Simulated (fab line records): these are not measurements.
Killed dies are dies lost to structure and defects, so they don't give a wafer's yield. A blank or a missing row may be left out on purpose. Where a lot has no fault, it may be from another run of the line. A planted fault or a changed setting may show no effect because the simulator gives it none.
fab line records || flow sky130
[record] {"lots": 7, "wafers": 21, "lastDay": 49}
route steps=708 shown VT_ADJUST_PCH@146 SONOS_TUNNEL@154
lots that met no fault: taken from a fault-free run of the same line
startH: start of the lot's first displayed wafer, in hours after the record's first day || waitH: hours elapsed since this lot's preceding step || " unchanged from the row above || L1.1+2: a row that stands for several wafers || - no value, or no start given || * or withheld: withheld || < > ~ a bound
route shown NAME@n: NAME is a module with steps in the file, n the number in the route of the first one || usual: mean/standard deviation taken from wafers without a fault || same: alike in all rows || chamber/n: place in a boat || sites: readings site by site || _std_site: their standard deviation || _edge_site: outer sites' mean less inner sites' || radiusMm: for every site, how far away it sits from the centre of the wafer || mask NAME#n: copy n || behind: the tool/chamber that last shaped the wafer || hold: what put the lot on hold/how long, in hours/how the hold closed || device: which transistor (n, p or np) failed to switch || end of line: the same wafers' tests at the end of the route || a step without rows: its recipe alone || killed: dies that structure and defects cost at the first sort, which is not the same as the wafer's yield || map: shows each die of a wafer: x if killed, . if not, _ if none is there
set.NAME: setting as actually run; set.NAME@STEP: the setting as run at that earlier step || model.NAME: the simulator's own value behind a step, which no gauge read
lots at selected steps of the route; one table per step, one row per wafer
services: a tool's chamber out of use, with start hour (startH, from the record's first day; less than 0 if before it), hours out, and reason
[[steps]]
[step SKY_VT_ADJUST_PCH_SOFTBAKE_03]
[recipe] {"tempC": 110, "timeS": "withheld"}
[step SKY_VT_ADJUST_PCH_EXPOSE_04]
[recipe] {"maskId": "NWM", "na": 0.6, "sourceShape": "conventional", "sigmaOuter": 0.6, "polarization": "unpolarized", "targetCdNm": 840, "doseMj": 255}
[step SKY_VT_ADJUST_PCH_PEB_05]
[recipe] {"tempC": 115, "timeS": "withheld"}
[step SKY_VT_ADJUST_PCH_DEVELOP_06]
[recipe] {"wallAngleDeg": 90, "developer": "TMAH", "developTimeS": 60, "devTempC": 23}
[step SKY_VT_ADJUST_PCH_OVL_MEAS_07]
[usual] {"VT_ADJUST_PCH_OVL": "1.8/1.7"}
{"lot.wafer": "L444.1", "tool": "overlay-01", "chamber": "-", "startH": 240.58, "waitH": "-", "VT_ADJUST_PCH_OVL[nm]": -0.8}
{"lot.wafer": "L444.3", "tool": "overlay-01", "chamber": "-", "startH": 240.58, "waitH": "-", "VT_ADJUST_PCH_OVL[nm]": 0.7}
{"lot.wafer": "L444.4", "tool": "overlay-01", "chamber": "-", "startH": 240.58, "waitH": "-", "VT_ADJUST_PCH_OVL[nm]": 0.1}
{"lot.wafer": "L446.2", "tool": "overlay-02", "chamber": "-", "startH": 251.04, "waitH": "-", "VT_ADJUST_PCH_OVL[nm]": 2.8}
{"lot.wafer": "L446.3", "tool": "overlay-02", "chamber": "-", "startH": 251.04, "waitH": "-", "VT_ADJUST_PCH_OVL[nm]": 1.8}
{"lot.wafer": "L446.5", "tool": "overlay-02", "chamber": "-", "startH": 251.04, "waitH": "-", "VT_ADJUST_PCH_OVL[nm]": 0.5}
{"lot.wafer": "L450.3", "tool": "overlay-01", "chamber": "-", "startH": 289.83, "waitH": "-", "VT_ADJUST_PCH_OVL[nm]": 2.5}
{"lot.wafer": "L450.4", "tool": "overlay-01", "chamber": "-", "startH": 289.83, "waitH": "-", "VT_ADJUST_PCH_OVL[nm]": 4.0}
{"lot.wafer": "L450.6", "tool": "overlay-01", "chamber": "-", "startH": 289.83, "waitH": "-", "VT_ADJUST_PCH_OVL[nm]": 2.9}
{"lot.wafer": "L451.1", "tool": "overlay-01", "chamber": "-", "startH": 291.88, "waitH": "-", "VT_ADJUST_PCH_OVL[nm]": 3.0}
{"lot.wafer": "L451.4", "tool": "overlay-01", "chamber": "-", "startH": 291.88, "waitH": "-", "VT_ADJUST_PCH_OVL[nm]": 1.6}
{"lot.wafer": "L451.6", "tool": "overlay-01", "chamber": "-", "startH": 291.88, "waitH": "-", "VT_ADJUST_PCH_OVL[nm]": 3.0}
{"lot.wafer": "L454.1", "tool": "overlay-01", "chamber": "-", "startH": 317.28, "waitH": "-", "VT_ADJUST_PCH_OVL[nm]": 2.3}
{"lot.wafer": "L454.4", "tool": "overlay-01", "chamber": "-", "startH": 317.28, "waitH": "-", "VT_ADJUST_PCH_OVL[nm]": 3.0}
{"lot.wafer": "L454.6", "tool": "overlay-01", "chamber": "-", "startH": 317.28, "waitH": "-", "VT_ADJUST_PCH_OVL[nm]": 3.8}
{"lot.wafer": "L462.1", "tool": "overlay-02", "chamber": "-", "startH": 372.23, "waitH": "-", "VT_ADJUST_PCH_OVL[nm]": -0.3}
{"lot.wafer": "L462.5", "tool": "overlay-02", "chamber": "-", "startH": 372.23, "waitH": "-", "VT_ADJUST_PCH_OVL[nm]": 1.5}
{"lot.wafer": "L462.6", "tool": "overlay-02", "chamber": "-", "startH": 372.23, "waitH": "-", "VT_ADJUST_PCH_OVL[nm]": 1.3}
{"lot.wafer": "L463.2", "tool": "overlay-02", "chamber": "-", "startH": 379.47, "waitH": "-", "VT_ADJUST_PCH_OVL[nm]": 2.3}
{"lot.wafer": "L463.4", "tool": "overlay-02", "chamber": "-", "startH": 379.47, "waitH": "-", "VT_ADJUST_PCH_OVL[nm]": 0.1}
{"lot.wafer": "L463.6", "tool": "overlay-02", "chamber": "-", "startH": 379.47, "waitH": "-", "VT_ADJUST_PCH_OVL[nm]": 1.8}
[step SKY_VT_ADJUST_PCH_IMPLANT_08]
[recipe] {"species": "B", "energyKev": 10, "doseCm2": 5e+11, "tiltDeg": "withheld"}
[step SKY_VT_ADJUST_PCH_STRIP_09]
[recipe] {"chemistry": "O2/N2", "powerW": 1400, "pressureMtorr": 1500, "platenTempC": "withheld", "o2FlowSccm": 3000, "n2FlowSccm": 300, "overashFraction": 0.5}
[usual] {"drypumpMotorCurrentA": "5.6/0.62", "oesProductAu": "0.722/0.0044", "stripTimeToEndpointS": "36.95/0.11"}
{"lot.wafer": "L444.1", "tool": "plasmaAsher-02", "chamber": 1, "startH": 240.76, "waitH": 0.1, "drypumpMotorCurrentA": 5.1, "oesProductAu": 0.732, "rfHoursCounterH": 57, "stripTimeToEndpointS": 36.89}
{"lot.wafer": "L444.3", "tool": "plasmaAsher-02", "chamber": 0, "startH": 240.76, "waitH": 0.1, "drypumpMotorCurrentA": 6.2, "oesProductAu": 0.712, "rfHoursCounterH": "-", "stripTimeToEndpointS": 36.90}
{"lot.wafer": "L444.4", "tool": "plasmaAsher-02", "chamber": 1, "startH": 240.76, "waitH": 0.1, "drypumpMotorCurrentA": 5.1, "oesProductAu": 0.721, "rfHoursCounterH": "-", "stripTimeToEndpointS": 36.79}
{"lot.wafer": "L446.2", "tool": "plasmaAsher-04", "chamber": 0, "startH": 251.22, "waitH": 0.1, "drypumpMotorCurrentA": 6.5, "oesProductAu": 0.730, "rfHoursCounterH": 57, "stripTimeToEndpointS": 36.86}
{"lot.wafer": "L446.3", "tool": "plasmaAsher-04", "chamber": 0, "startH": 251.22, "waitH": 0.1, "drypumpMotorCurrentA": 6.5, "oesProductAu": 0.727, "rfHoursCounterH": "-", "stripTimeToEndpointS": 36.83}
{"lot.wafer": "L446.5", "tool": "plasmaAsher-04", "chamber": 1, "startH": 251.22, "waitH": 0.1, "drypumpMotorCurrentA": 4.7, "oesProductAu": 0.732, "rfHoursCounterH": "-", "stripTimeToEndpointS": 36.83}
{"lot.wafer": "L450.3", "tool": "plasmaAsher-04", "chamber": 1, "startH": 290.03, "waitH": 0.1, "drypumpMotorCurrentA": 4.7, "oesProductAu": 0.718, "rfHoursCounterH": "-", "stripTimeToEndpointS": 36.98}
{"lot.wafer": "L450.4", "tool": "plasmaAsher-04", "chamber": 0, "startH": 290.03, "waitH": 0.1, "drypumpMotorCurrentA": 6.5, "oesProductAu": 0.720, "rfHoursCounterH": "-", "stripTimeToEndpointS": 36.97}
{"lot.wafer": "L450.6", "tool": "plasmaAsher-04", "chamber": 1, "startH": 290.03, "waitH": 0.1, "drypumpMotorCurrentA": 4.7, "oesProductAu": 0.731, "rfHoursCounterH": "-", "stripTimeToEndpointS": 36.98}
{"lot.wafer": "L451.1", "tool": "plasmaAsher-03", "chamber": 0, "startH": 292.06, "waitH": 0.1, "drypumpMotorCurrentA": 5.8, "oesProductAu": 0.724, "rfHoursCounterH": 48, "stripTimeToEndpointS": 36.77}
{"lot.wafer": "L451.4", "tool": "plasmaAsher-03", "chamber": 1, "startH": 292.06, "waitH": 0.1, "drypumpMotorCurrentA": 5.3, "oesProductAu": 0.727, "rfHoursCounterH": "-", "stripTimeToEndpointS": 36.87}
{"lot.wafer": "L451.6", "tool": "plasmaAsher-03", "chamber": 1, "startH": 292.06, "waitH": 0.1, "drypumpMotorCurrentA": 5.3, "oesProductAu": 0.725, "rfHoursCounterH": "-", "stripTimeToEndpointS": 36.91}
{"lot.wafer": "L454.1", "tool": "plasmaAsher-04", "chamber": 0, "startH": 317.46, "waitH": 0.1, "drypumpMotorCurrentA": 6.5, "oesProductAu": 0.717, "rfHoursCounterH": 63, "stripTimeToEndpointS": 36.94}
{"lot.wafer": "L454.4", "tool": "plasmaAsher-04", "chamber": 0, "startH": 317.46, "waitH": 0.1, "drypumpMotorCurrentA": 6.5, "oesProductAu": 0.728, "rfHoursCounterH": "-", "stripTimeToEndpointS": 36.98}
{"lot.wafer": "L454.6", "tool": "plasmaAsher-04", "chamber": 0, "startH": 317.46, "waitH": 0.1, "drypumpMotorCurrentA": 6.5, "oesProductAu": 0.721, "rfHoursCounterH": "-", "stripTimeToEndpointS": 36.88}
{"lot.wafer": "L462.1", "tool": "plasmaAsher-04", "chamber": 0, "startH": 372.42, "waitH": 0.1, "drypumpMotorCurrentA": 6.5, "oesProductAu": 0.721, "rfHoursCounterH": 67, "stripTimeToEndpointS": 37.10}
{"lot.wafer": "L462.5", "tool": "plasmaAsher-04", "chamber": 0, "startH": 372.42, "waitH": 0.1, "drypumpMotorCurrentA": 6.5, "oesProductAu": 0.715, "rfHoursCounterH": "-", "stripTimeToEndpointS": 36.95}
{"lot.wafer": "L462.6", "tool": "plasmaAsher-04", "chamber": 1, "startH": 372.42, "waitH": 0.1, "drypumpMotorCurrentA": 4.7, "oesProductAu": 0.721, "rfHoursCounterH": "-", "stripTimeToEndpointS": 37.06}
{"lot.wafer": "L463.2", "tool": "plasmaAsher-04", "chamber": 1, "startH": 379.65, "waitH": 0.1, "drypumpMotorCurrentA": 4.7, "oesProductAu": 0.722, "rfHoursCounterH": 68, "stripTimeToEndpointS": 36.89}
{"lot.wafer": "L463.4", "tool": "plasmaAsher-04", "chamber": 1, "startH": 379.65, "waitH": 0.1, "drypumpMotorCurrentA": 4.7, "oesProductAu": 0.719, "rfHoursCounterH": "-", "stripTimeToEndpointS": 36.95}
{"lot.wafer": "L463.6", "tool": "plasmaAsher-04", "chamber": 0, "startH": 379.65, "waitH": 0.1, "drypumpMotorCurrentA": 6.6, "oesProductAu": 0.728, "rfHoursCounterH": "-", "stripTimeToEndpointS": 36.96}
[step SKY_VT_ADJUST_PCH_TW_MEAS_10]
[usual] {"VT_ADJUST_PCH_TW": "144.4/1.7"}
{"lot.wafer": "L444.1", "tool": "filmMetro-04", "chamber": "-", "startH": 240.86, "waitH": 0.1, "VT_ADJUST_PCH_TW": 146.6}
{"lot.wafer": "L444.3", "tool": "filmMetro-04", "chamber": "-", "startH": 240.86, "waitH": 0.1, "VT_ADJUST_PCH_TW": 146.5}
{"lot.wafer": "L444.4", "tool": "filmMetro-04", "chamber": "-", "startH": 240.86, "waitH": 0.1, "VT_ADJUST_PCH_TW": 146.2}
{"lot.wafer": "L446.2", "tool": "filmMetro-03", "chamber": "-", "startH": 251.33, "waitH": 0.1, "VT_ADJUST_PCH_TW": 142.5}
{"lot.wafer": "L446.3", "tool": "filmMetro-03", "chamber": "-", "startH": 251.33, "waitH": 0.1, "VT_ADJUST_PCH_TW": 142.3}
{"lot.wafer": "L446.5", "tool": "filmMetro-03", "chamber": "-", "startH": 251.33, "waitH": 0.1, "VT_ADJUST_PCH_TW": 142.0}
{"lot.wafer": "L450.3", "tool": "filmMetro-04", "chamber": "-", "startH": 290.12, "waitH": 0.1, "VT_ADJUST_PCH_TW": 146.2}
{"lot.wafer": "L450.4", "tool": "filmMetro-04", "chamber": "-", "startH": 290.12, "waitH": 0.1, "VT_ADJUST_PCH_TW": 146.4}
{"lot.wafer": "L450.6", "tool": "filmMetro-04", "chamber": "-", "startH": 290.12, "waitH": 0.1, "VT_ADJUST_PCH_TW": 146.0}
{"lot.wafer": "L451.1", "tool": "filmMetro-03", "chamber": "-", "startH": 292.16, "waitH": 0.1, "VT_ADJUST_PCH_TW": 143.1}
{"lot.wafer": "L451.4", "tool": "filmMetro-03", "chamber": "-", "startH": 292.16, "waitH": 0.1, "VT_ADJUST_PCH_TW": 142.6}
{"lot.wafer": "L451.6", "tool": "filmMetro-03", "chamber": "-", "startH": 292.16, "waitH": 0.1, "VT_ADJUST_PCH_TW": 143.0}
{"lot.wafer": "L454.1", "tool": "filmMetro-04", "chamber": "-", "startH": 317.56, "waitH": 0.1, "VT_ADJUST_PCH_TW": 147.2}
{"lot.wafer": "L454.4", "tool": "filmMetro-04", "chamber": "-", "startH": 317.56, "waitH": 0.1, "VT_ADJUST_PCH_TW": 147.5}
{"lot.wafer": "L454.6", "tool": "filmMetro-04", "chamber": "-", "startH": 317.56, "waitH": 0.1, "VT_ADJUST_PCH_TW": 146.7}
{"lot.wafer": "L462.1", "tool": "filmMetro-04", "chamber": "-", "startH": 372.52, "waitH": 0.1, "VT_ADJUST_PCH_TW": 147.4}
{"lot.wafer": "L462.5", "tool": "filmMetro-04", "chamber": "-", "startH": 372.52, "waitH": 0.1, "VT_ADJUST_PCH_TW": 146.8}
{"lot.wafer": "L462.6", "tool": "filmMetro-04", "chamber": "-", "startH": 372.52, "waitH": 0.1, "VT_ADJUST_PCH_TW": 145.8}
{"lot.wafer": "L463.2", "tool": "filmMetro-04", "chamber": "-", "startH": 379.76, "waitH": 0.1, "VT_ADJUST_PCH_TW": 146.7}
{"lot.wafer": "L463.4", "tool": "filmMetro-04", "chamber": "-", "startH": 379.76, "waitH": 0.1, "VT_ADJUST_PCH_TW": 146.7}
{"lot.wafer": "L463.6", "tool": "filmMetro-04", "chamber": "-", "startH": 379.76, "waitH": 0.1, "VT_ADJUST_PCH_TW": 145.9}
[step SKY_SONOS_TUNNEL_DEHYDRATE_00]
[recipe] {"tempC": 200, "timeS": 60}
[step SKY_SONOS_TUNNEL_HMDS_01]
[recipe] {"primeTimeS": 60, "primeTempC": 120}
[step SKY_SONOS_TUNNEL_COAT_02]
[recipe] {"resist": "NOVOLAK", "spinRpm": 3000, "resistThkNm": 1140}
[step SKY_SONOS_TUNNEL_SOFTBAKE_03]
[recipe] {"tempC": 90, "timeS": 60, "resist": "NOVOLAK"}
[step SKY_SONOS_TUNNEL_EXPOSE_04]
[recipe] {"maskId": "TUNM", "na": 0.6, "sourceShape": "conventional", "sigmaOuter": 0.6, "polarization": "unpolarized", "targetCdNm": 410, "doseMj": 136}
[usual] {"exposureDoseMJCm2": "135.94/0.13", "reticleTempC": "22.99/0.1"}
{"lot.wafer": "L444.1", "tool": "ilineStepper-01", "chamber": 0, "startH": 251.15, "waitH": "-", "mask": "TUNM#0", "exposureDoseMJCm2": 135.90, "reticleTempC": 22.92}
{"lot.wafer": "L444.3", "tool": "ilineStepper-01", "chamber": 0, "startH": 251.15, "waitH": "-", "mask": "TUNM#0", "exposureDoseMJCm2": 135.90, "reticleTempC": 23.25}
{"lot.wafer": "L444.4", "tool": "ilineStepper-01", "chamber": 0, "startH": 251.15, "waitH": "-", "mask": "TUNM#0", "exposureDoseMJCm2": 136.11, "reticleTempC": 23.10}
{"lot.wafer": "L446.2", "tool": "ilineStepper-01", "chamber": 0, "startH": 263.09, "waitH": "-", "mask": "TUNM#0", "exposureDoseMJCm2": 133.80, "reticleTempC": 23.05}
{"lot.wafer": "L446.3", "tool": "ilineStepper-01", "chamber": 0, "startH": 263.09, "waitH": "-", "mask": "TUNM#0", "exposureDoseMJCm2": 134.05, "reticleTempC": 22.75}
{"lot.wafer": "L446.5", "tool": "ilineStepper-01", "chamber": 0, "startH": 263.09, "waitH": "-", "mask": "TUNM#0", "exposureDoseMJCm2": 133.77, "reticleTempC": 23.08}
{"lot.wafer": "L450.3", "tool": "ilineStepper-01", "chamber": 0, "startH": 302.09, "waitH": "-", "mask": "TUNM#0", "exposureDoseMJCm2": 134.20, "reticleTempC": 22.76}
{"lot.wafer": "L450.4", "tool": "ilineStepper-01", "chamber": 0, "startH": 302.09, "waitH": "-", "mask": "TUNM#0", "exposureDoseMJCm2": 134.23, "reticleTempC": 22.89}
{"lot.wafer": "L450.6", "tool": "ilineStepper-01", "chamber": 0, "startH": 302.09, "waitH": "-", "mask": "TUNM#0", "exposureDoseMJCm2": 134.35, "reticleTempC": 22.90}
{"lot.wafer": "L451.1", "tool": "ilineStepper-01", "chamber": 0, "startH": 304.20, "waitH": "-", "mask": "TUNM#0", "exposureDoseMJCm2": 134.21, "reticleTempC": 23.10}
{"lot.wafer": "L451.4", "tool": "ilineStepper-01", "chamber": 0, "startH": 304.20, "waitH": "-", "mask": "TUNM#0", "exposureDoseMJCm2": 134.18, "reticleTempC": 23.00}
{"lot.wafer": "L451.6", "tool": "ilineStepper-01", "chamber": 0, "startH": 304.20, "waitH": "-", "mask": "TUNM#0", "exposureDoseMJCm2": 134.27, "reticleTempC": 22.98}
{"lot.wafer": "L454.1", "tool": "ilineStepper-02", "chamber": 0, "startH": 329.43, "waitH": "-", "mask": "TUNM#0", "exposureDoseMJCm2": 136.23, "reticleTempC": 23.02}
{"lot.wafer": "L454.4", "tool": "ilineStepper-02", "chamber": 0, "startH": 329.43, "waitH": "-", "mask": "TUNM#0", "exposureDoseMJCm2": 135.97, "reticleTempC": 22.88}
{"lot.wafer": "L454.6", "tool": "ilineStepper-02", "chamber": 0, "startH": 329.43, "waitH": "-", "mask": "TUNM#0", "exposureDoseMJCm2": 136.01, "reticleTempC": 22.93}
{"lot.wafer": "L462.1", "tool": "ilineStepper-02", "chamber": 0, "startH": 386.90, "waitH": "-", "mask": "TUNM#0", "exposureDoseMJCm2": 136.00, "reticleTempC": 23.06}
{"lot.wafer": "L462.5", "tool": "ilineStepper-02", "chamber": 0, "startH": 386.90, "waitH": "-", "mask": "TUNM#0", "exposureDoseMJCm2": 136.05, "reticleTempC": 23.03}
{"lot.wafer": "L462.6", "tool": "ilineStepper-02", "chamber": 0, "startH": 386.90, "waitH": "-", "mask": "TUNM#0", "exposureDoseMJCm2": 136.15, "reticleTempC": 23.00}
{"lot.wafer": "L463.2", "tool": "ilineStepper-02", "chamber": 0, "startH": 394.55, "waitH": "-", "mask": "TUNM#0", "exposureDoseMJCm2": 136.00, "reticleTempC": 23.06}
{"lot.wafer": "L463.4", "tool": "ilineStepper-02", "chamber": 0, "startH": 394.55, "waitH": "-", "mask": "TUNM#0", "exposureDoseMJCm2": 136.03, "reticleTempC": 23.01}
{"lot.wafer": "L463.6", "tool": "ilineStepper-02", "chamber": 0, "startH": 394.55, "waitH": "-", "mask": "TUNM#0", "exposureDoseMJCm2": 136.09, "reticleTempC": 22.79}
[step SKY_SONOS_TUNNEL_PEB_05]
[recipe] {"tempC": "withheld", "timeS": "*", "resist": "NOVOLAK"}
[[services]]
{"tool": "plasmaAsher-03", "chamber": "-", "startH": 217.19, "hours": 3.3, "kind": "repair"}
{"tool": "ilineStepper-01", "chamber": "-", "startH": 219.38, "hours": 1.7, "kind": "pm"}
{"tool": "plasmaAsher-02", "chamber": "-", "startH": 228.84, "hours": 0.3, "kind": "repair"}
{"tool": "ilineStepper-01", "chamber": 0, "startH": 244.62, "hours": "-", "kind": "calibration"}
{"tool": "ilineStepper-02", "chamber": "-", "startH": 264.63, "hours": 1.7, "kind": "pm"}
{"tool": "ilineStepper-02", "chamber": 0, "startH": 305.23, "hours": "-", "kind": "calibration"}
{"tool": "plasmaAsher-04", "chamber": "-", "startH": 328.91, "hours": 11.8, "kind": "repair"}
{"tool": "ilineStepper-02", "chamber": "-", "startH": 348.24, "hours": 3.3, "kind": "repair"}
{"tool": "ilineStepper-01", "chamber": "-", "startH": 383.92, "hours": 0.8, "kind": "pm"}
[[key]]
[firstSign] {"step": "SKY_SONOS_TUNNEL_EXPOSE_04", "reading": "exposureDoseMJCm2", "direction": "down", "sigmas": 15, "usual": "*", "struck": "*"}
effect none on later readings
metAt SKY_SONOS_TUNNEL_EXPOSE_04
struckWafers L446.2,L446.3,L446.5,L450.3,L450.4,L450.6,L451.1,L451.4,L451.6
sortLeftOut L446.2,L446.3,L446.5
testerLeftOut L446,L450,L451
[loopTrim] {"step": "SKY_SONOS_TUNNEL_EXPOSE_04", "setting": "dose", "lots": "L450,L451"}
onsetBetween 251.15 263.09
[fault] {"kind": "processParameterDrift", "tool": "ilineStepper-01", "chamber": "-", "onsetH": 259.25, "steps": "SKY_SONOS_TUNNEL_EXPOSE_04", "channel": "doseMj", "offset": -2.0993, "shape": "step", "actsIn": "theseRecipesOnly", "stated": 136}
// testerLeftOut: of these lots the tester's yield and bins aren't shown, on N5 and GAA mostly nor the transistor test; their killed dies are dies lost to structure and defects alone, not to doping, threshold or leakage, so they don't give the yield
// sortLeftOut: the simulated sort isn't trusted on such a fault, so these wafers' sort isn't shown, and their yield isn't known
// loopTrim: a control loop set the setting to another value than it would have without faults
